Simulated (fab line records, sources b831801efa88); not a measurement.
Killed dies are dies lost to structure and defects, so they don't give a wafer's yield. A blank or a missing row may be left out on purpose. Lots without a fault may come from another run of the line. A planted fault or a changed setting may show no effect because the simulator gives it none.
Chamber matching | flow sky130 | SKY_VIA1_CMP_24 on cmp-02: 3 sister chambers
The step polishes, stops on SiO2, t overpolish 15 s, target thk 0 nm. 3 wafers are shown with their chamber, then 7 later ones without.

WAFERS WITH THEIR CHAMBER
wafer  | chamber | motor_current_A (A)
L481.5 | 1       | 12.0
L485.5 | 0       | 12.3
L486.2 | 3       | 10.9

WAFERS WITHOUT THEIR CHAMBER
wafer  | motor_current_A (A)
L486.3 | 11.3
L486.4 | 12.3
L488.1 | 11.3
L488.3 | 10.5
L491.1 | 11.5
L491.3 | 11.2
L491.6 | 11.1

WHICH CHAMBER EACH WENT THROUGH
wafer  | from the rows above          | in truth
L486.3 | can't be placed: 3 or 1 or 0 | 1
L486.4 | can't be placed: 0 or 1      | 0
L488.1 | can't be placed: 3 or 1 or 0 | 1
L488.3 | 3                            | 3
L491.1 | can't be placed: 1 or 3 or 0 | 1
L491.3 | can't be placed: 3 or 1      | 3
L491.6 | can't be placed: 3 or 1      | 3
Placed correctly: 1 of 7. Can't be placed from these rows: 6 (the true chamber is among the candidates in 6). Placed wrongly: 0.
How it was worked out, from the rows above alone: a wafer's distance from a chamber is the root of the sum, over the readings, of the square of ((its reading less the chamber's mean) divided by the reading's scatter). The wafer belongs to the nearest chamber; if the next one is less than 2 further off, it can't be placed. A chamber's mean is the mean of its shown wafers. The scatter: with one shown wafer a chamber, the root of the mean of the squares of how far each hidden wafer lies from its nearest shown one.
